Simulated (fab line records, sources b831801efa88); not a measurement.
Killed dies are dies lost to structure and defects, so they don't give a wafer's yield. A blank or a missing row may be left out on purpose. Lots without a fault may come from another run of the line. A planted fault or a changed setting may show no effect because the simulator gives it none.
One fault seen from 2 desks | flow gf180mcu | each desk has only its own numbers; what lay behind them comes last

THE METROLOGY DESK
What the gauges read, lot by lot, whatever tool the lot ran on: means of the sampled wafers that have a number. A lot is out of limits, marked OUT, if its mean lies more than 4 standard deviations from the usual mean; the brackets give that distance.
Columns: A = DUAL_GATE_OXIDATION_00_THK at GF_DUAL_GATE_THK_MEAS_03, usual 10.95 nm; B = DUAL_GATE_OVL at GF_DUAL_GATE_OVL_MEAS_11, usual -0.5 nm
lot  | first seen here | A     | B
L312 | day 8 12:46     | 11.05 | -0.6
L323 | day 11 13:58    | 10.92 | -0.5
L324 | day 11 19:19    | 10.87 | -0.8
L327 | day 13 10:47    | 10.88 | -0.3
L328 | day 13 15:24    | 11.29 | -2.9
L330 | day 13 17:16    | 11.07 | -1.9
This desk's finding: nothing out of limits on any of the 6 lots.

THE TOOL OWNER'S DESK: furnace-02
The tool's own readings at GF_DUAL_GATE_OXIDATION_15 (stabilise 600 s, purge 300 s, target thk 7.098 nm): means of the sampled wafers that have a number, for each lot that ran on this tool. A lot is out of limits, marked OUT, if its mean lies more than 4 standard deviations from the usual mean; the brackets give that distance.
Columns: A = ox_temp_c at GF_DUAL_GATE_OXIDATION_15, usual 850.1 C; B = tube_center_temp_C at GF_DUAL_GATE_OXIDATION_15, usual 850.01 C; C = tube_center_temp_C_max at GF_DUAL_GATE_OXIDATION_15, usual 852.2; D = zone_power_centre_pct at GF_DUAL_GATE_OXIDATION_15, usual 16.9 %; E = zone_power_top_pct at GF_DUAL_GATE_OXIDATION_15, usual 31.8 %
lot  | first seen here | A     | B      | C     | D    | E
L312 | day 9 06:23     | 849.9 | 849.99 | 852.2 | 16.2 | 29.9
L323 | day 12 09:31    | 849.6 | 849.99 | 852.3 | 16.1 | 30.2
L324 | day 12 14:58    | 849.8 | 850.02 | 852.3 | 16.1 | 30.4
This desk's finding: nothing out of limits on any of the 3 lots.

PUT TOGETHER
The metrology desk saw nothing out of limits.
The tool owner's desk saw nothing out of limits.

WHAT THE SIMULATOR HAD PUT IN
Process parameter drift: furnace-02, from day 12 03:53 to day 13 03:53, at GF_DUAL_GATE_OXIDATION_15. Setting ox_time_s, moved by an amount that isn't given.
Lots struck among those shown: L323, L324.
